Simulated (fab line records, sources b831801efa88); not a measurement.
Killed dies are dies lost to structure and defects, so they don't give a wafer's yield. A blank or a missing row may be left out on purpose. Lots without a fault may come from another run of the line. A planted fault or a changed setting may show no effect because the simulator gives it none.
Chamber matching | flow gf180mcu | GF_V3_CMP_04 on cmp-01: 4 sister chambers
The step polishes SiO2. 14 wafers are shown with their chamber, then 7 later ones without.

WAFERS WITH THEIR CHAMBER
wafer  | chamber | motor_current_A (A) | edge_zone_pressure_frac | time_to_endpoint_s (s)
L837.1 | 1       | 9.8                 | 0.998                   | 80
L837.2 | 3       | 11.5                | 0.996                   | 79
L837.3 | 0       | 11.9                | 0.998                   | 78
L838.1 | 3       | 11.6                | 0.987                   | 71
L838.2 | 1       | 10.1                | 1.003                   | 75
L838.5 | 0       | 12.1                | 1.006                   | 76
L841.1 | 3       | 11.8                | 1.005                   | 71
L841.3 | 2       | 12.5                | 1.001                   | 74
L841.6 | 3       | 11.4                | 0.995                   | 76
L842.2 | 1       | 10.7                | 0.997                   | 71
L842.4 | 2       | 12.9                | 1.009                   | 83
L842.5 | 1       | 10.1                | 1.002                   | 87
L845.2 | 2       | 12.0                | 0.996                   | 76
L845.4 | 0       | 12.1                | 0.997                   | 83

SIGNATURES (means of the wafers above)
reading                 | chamber 0 | chamber 1 | chamber 2 | chamber 3 | scatter within a chamber
motor_current_A         | 12.033    | 10.175    | 12.467    | 11.575    | 0.308
edge_zone_pressure_frac | 1.00033   | 1.00000   | 1.00200   | 0.99575   | 0.00569
time_to_endpoint_s      | 79.00     | 78.25     | 77.67     | 74.25     | 5.1
Rule: a wafer's distance from a chamber is the root of the sum, over the readings, of the square of ((its reading less the chamber's mean) divided by the reading's scatter). The wafer belongs to the nearest chamber; if the next one is less than 2 further off, it can't be placed. The scatter: the root of (the sum of the squares of (reading less its chamber's mean) over the shown wafers, divided by (wafers less chambers)).

WAFERS WITHOUT THEIR CHAMBER
wafer  | motor_current_A (A) | edge_zone_pressure_frac | time_to_endpoint_s (s)
L845.5 | 11.4                | 1.004                   | 79
L846.2 | 12.6                | 1.008                   | 73
L846.5 | 10.1                | 1.001                   | 80
L846.6 | 11.5                | 1.000                   | 86
L855.1 | 11.3                | 1.001                   | 77
L855.3 | 12.0                | 0.996                   | 80
L855.5 | 11.5                | 1.004                   | 84

WHICH CHAMBER EACH WENT THROUGH
wafer  | from the rows above          | in truth
L845.5 | can't be placed: 3 or 0 or 2 | 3
L846.2 | can't be placed: 2 or 0      | 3
L846.5 | 1                            | 1
L846.6 | can't be placed: 0 or 3 or 2 | 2
L855.1 | can't be placed: 3 or 0      | 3
L855.3 | can't be placed: 0 or 3 or 2 | 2
L855.5 | can't be placed: 0 or 3 or 2 | 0
Placed correctly: 1 of 7. Can't be placed from these rows: 6 (the true chamber is among the candidates in 5). Placed wrongly: 0.
